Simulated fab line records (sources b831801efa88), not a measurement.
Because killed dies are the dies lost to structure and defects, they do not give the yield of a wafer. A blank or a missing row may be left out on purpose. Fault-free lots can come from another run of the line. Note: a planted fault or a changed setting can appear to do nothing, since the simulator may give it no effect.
Which of the tools did it? ; flow sky130 ; 24 lots with 72 wafers sampled at 5 steps, on a route of 708 steps

== WHAT THE GAUGES READ, wafer by wafer ==
SKY_CONTACT_BOW_MEAS_05. Usual: CONTACT_BOW gives 83 um (standard deviation 7.3).
lot;measured;on;CONTACT_BOW (um);flag
L074;day 30 16:31;film metro-04;82 88 88;
L075;day 30 22:20;film metro-01;82 84 84;
L076;day 31 03:30;film metro-03;67 74 72;
L077;day 31 10:04;film metro-01;89 77 78;
L078;day 31 17:26;film metro-04;80 86 86;
L079;day 32 02:27;film metro-03;92 89 89;
L080;day 32 11:41;film metro-01;91 93 87;
L081;day 33 06:22;film metro-03;92 79 77;
L082;day 33 08:52;film metro-03;87 89 82;
L083;day 33 10:26;film metro-04;79 82 83;
L084;day 33 13:17;film metro-04;78 86 84;
L085;day 34 01:31;film metro-04;86 79 76;
L086;day 34 09:55;film metro-03;69 88 84;
L087;day 34 22:31;film metro-04;98 97 100;
L088;day 35 01:37;film metro-03;84 76 79;
L089;day 35 06:38;film metro-04;82 79 77;
L090;day 35 14:28;film metro-01;100 95 76;
L091;day 36 00:43;film metro-03;84 75 83;
L092;day 36 07:21;film metro-01;81 89 81;
L093;day 36 09:37;film metro-03;76 72 79;
L094;day 36 18:52;film metro-03;83 89 75;
L095;day 37 03:37;film metro-03;70 79 84;
L096;day 37 09:15;film metro-01;75 80 92;
L097;day 37 14:49;film metro-01;87 79 86;

SKY_METAL1_THK_MEAS_06: measures by xrf. Usual: METAL1_ALCU_THK gives 250 nm (standard deviation 3.3).
lot;measured;on;METAL1_ALCU_THK (nm);flag
L074;day 31 21:49;film metro-03;252 250 249;
L075;day 32 04:25;film metro-02;250 249 250;
L076;day 32 08:35;film metro-03;247 251 250;
L077;day 32 15:22;film metro-01;245 245 244;
L078;day 32 22:32;film metro-02;251 252 252;
L079;day 33 06:26;film metro-01;248 246 249;
L080;day 33 15:19;film metro-03;252 254 252;
L081;day 34 11:35;film metro-01;246 250 250;
L082;day 34 13:44;film metro-02;245 245 241;
L083;day 34 14:37;film metro-03;252 254 252;
L084;day 34 17:50;film metro-02;245 245 247;
L085;day 35 05:10;film metro-01;249 251 249;
L086;day 35 14:40;film metro-03;250 254 255;
L087;day 36 02:04;film metro-03;253 252 253;
L088;day 36 05:01;film metro-02;245 247 241;
L089;day 36 10:53;film metro-03;253 250 253;
L090;day 36 18:11;film metro-02;247 248 251;
L091;day 37 04:58;film metro-03;254 255 252;
L092;day 37 11:11;film metro-03;251 249 248;
L093;day 37 13:15;film metro-02;250 251 253;
L094;day 37 22:54;film metro-02;251 251 250;
L095;day 38 07:58;film metro-02;249 251 253;
L096;day 38 12:44;film metro-02;247 246 248;
L097;day 38 19:02;film metro-03;253 256 254;

SKY_VIA3_BOW_MEAS_03. Usual: VIA3_BOW gives 81 um (standard deviation 8.5).
lot;measured;on;VIA3_BOW (um);flag
L074;day 38 21:01;film metro-01;83 91 88;
L075;day 39 01:40;film metro-01;73 74 72;
L076;day 39 06:36;film metro-04;65 70 69;
L077;day 39 11:35;film metro-01;84 73 74;
L078;day 39 20:02;film metro-02;81 86 87;
L079;day 40 03:23;film metro-02;83 84 84;
L080;day 40 11:17;film metro-02;84 87 79;
L081;day 41 06:17;film metro-04;88 75 73;
L082;day 41 06:47;film metro-01;85 88 81;
L083;day 41 07:26;film metro-04;70 73 74;
L084;day 41 10:04;film metro-01;76 84 83;
L085;day 41 19:50;film metro-02;86 79 76;
L086;day 42 03:50;film metro-02;68 87 82;
L087;day 42 16:23;film metro-01;101 100 103;
L088;day 42 16:44;film metro-02;77 67 71;
L089;day 43 00:44;film metro-02;80 77 76;
L090;day 43 04:52;film metro-02;100 96 77;
L091;day 43 14:20;film metro-02;88 79 88;
L092;day 43 21:16;film metro-01;77 85 75;
L093;day 43 23:20;film metro-02;73 67 75;
L094;day 44 05:32;film metro-01;79 83 69;
L095;day 44 14:59;film metro-04;67 77 81;
L096;day 44 20:29;film metro-02;75 80 91;
L097;day 45 01:43;film metro-04;89 82 88;

== EACH LOT AND THE TOOL THAT RAN IT (in order: tool; ch and the chambers of the sampled wafers; start) ==
lot;SKY_METAL2_SPUTTER_01;SKY_VIA2_ETCH_15
L074;pvd sputter-01, day 34 06:26;rie diel-04 ch 0,1,2, day 36 12:50
L075;pvd sputter-02, day 34 11:20;rie diel-04 ch 0,2,3, day 36 17:42
L076;pvd sputter-04, day 34 16:08;rie diel-03 ch 0,3, day 36 23:08
L077;pvd sputter-04, day 34 23:05;rie diel-01 ch 0,2,3, day 37 04:21
L078;pvd sputter-01, day 35 06:24;rie diel-03 ch 0,1,2, day 37 13:44
L079;pvd sputter-01, day 35 14:59;rie diel-01 ch 2,3, day 37 21:35
L080;pvd sputter-04, day 35 22:56;rie diel-03 ch 0,1, day 38 05:59
L081;pvd sputter-01, day 36 19:16;rie diel-03 ch 0,3, day 39 01:18
L082;pvd sputter-04, day 36 21:25;rie diel-03 ch 0,2, day 39 02:41
L083;pvd sputter-02, day 36 22:02;rie diel-04 ch 1,3, day 39 03:15
L084;pvd sputter-04, day 37 01:43;rie diel-03 ch 1,2, day 39 06:39
L085;pvd sputter-01, day 37 11:32;rie diel-04 ch 0,2, day 39 15:53
L086;pvd sputter-01, day 37 20:56;rie diel-01 ch 0,2,3, day 39 23:42
L087;pvd sputter-01, day 38 09:17;rie diel-04 ch 0,1,2, day 40 12:56
L088;pvd sputter-04, day 38 11:07;rie diel-01 ch 1,2, day 40 13:38
L089;pvd sputter-01, day 38 18:24;rie diel-04 ch 0,2,3, day 40 21:47
L090;pvd sputter-01, day 39 00:26;rie diel-01 ch 0,3, day 41 02:02
L091;pvd sputter-02, day 39 11:17;rie diel-03 ch 0,1,3, day 41 12:44
L092;pvd sputter-04, day 39 16:49;rie diel-03 ch 1,3, day 41 18:44
L093;pvd sputter-02, day 39 18:46;rie diel-01 ch 0,1,2, day 41 21:05
L094;pvd sputter-01, day 40 03:16;rie diel-01 ch 1,2,3, day 42 05:14
L095;pvd sputter-04, day 40 12:15;rie diel-04 ch 0,2, day 42 13:59
L096;pvd sputter-04, day 40 17:42;rie diel-01 ch 0,2, day 42 17:56
L097;pvd sputter-04, day 40 23:41;rie diel-03 ch 1,2, day 43 01:02
- SKY_METAL2_SPUTTER_01: material TiN, target thk 20 nm, time 16.7 s.
- SKY_VIA2_ETCH_15: etches SiO2 in C4F8/O2/Ar, stops on TiN, target depth 546 nm, time 84 s.

== WHAT THE TOOLS THEMSELVES READ (means of the sampled wafers that have a number; where no wafer has one, the mark that the record gives instead) ==
SKY_METAL2_SPUTTER_01. Usual: throttle valve pct 29.8 %, standard deviation 0.9.
lot;tool;throttle valve pct (%);flag
L074;pvd sputter-01;29.3;
L075;pvd sputter-02;30.1;
L076;pvd sputter-04;30.2;
L077;pvd sputter-04;30.3;
L078;pvd sputter-01;29.1;
L079;pvd sputter-01;30.0;
L080;pvd sputter-04;29.6;
L081;pvd sputter-01;29.2;
L082;pvd sputter-04;29.7;
L083;pvd sputter-02;31.3;
L084;pvd sputter-04;29.7;
L085;pvd sputter-01;29.1;
L086;pvd sputter-01;29.1;
L087;pvd sputter-01;29.8;
L088;pvd sputter-04;30.1;
L089;pvd sputter-01;29.9;
L090;pvd sputter-01;30.2;
L091;pvd sputter-02;30.4;
L092;pvd sputter-04;30.0;
L093;pvd sputter-02;30.2;
L094;pvd sputter-01;29.0;
L095;pvd sputter-04;30.0;
L096;pvd sputter-04;29.7;
L097;pvd sputter-04;29.8;

SKY_VIA2_ETCH_15. Usual: oes product au 0.941 a.u., standard deviation 0.0046.
lot;tool;oes product au (a.u.);flag
L074;rie diel-04;0.936;
L075;rie diel-04;0.936;
L076;rie diel-03;0.938;
L077;rie diel-01;0.940;
L078;rie diel-03;0.943;
L079;rie diel-01;0.942;
L080;rie diel-03;0.944;
L081;rie diel-03;0.942;
L082;rie diel-03;0.943;
L083;rie diel-04;0.938;
L084;rie diel-03;0.941;
L085;rie diel-04;0.938;
L086;rie diel-01;0.944;
L087;rie diel-04;0.938;
L088;rie diel-01;0.942;
L089;rie diel-04;0.938;
L090;rie diel-01;0.940;
L091;rie diel-03;0.940;
L092;rie diel-03;0.938;
L093;rie diel-01;0.938;
L094;rie diel-01;0.942;
L095;rie diel-04;0.942;
L096;rie diel-01;0.939;
L097;rie diel-03;0.934;

== THE ANSWER, worked out from the rows above alone ==
Rule: a lot counts as off when the mean over its wafers that have a number is more than 3 standard deviations away from the usual mean. Also off: a lot with no number at a reading for which 4 or more lots have one. Where the step has rows for the other lots, those lots are counted as sound. Order of review: gauges by route order, followed by the tools' own readings, for which a lot's mean as printed above is used. The first step at which some lot is off is used, and at that step the reading that is off furthest; a lot without a number counts as furthest.
None of the lots is off at any reading shown; this tells nothing.

== WHAT HAD BEEN PUT IN BY THE SIMULATOR ==
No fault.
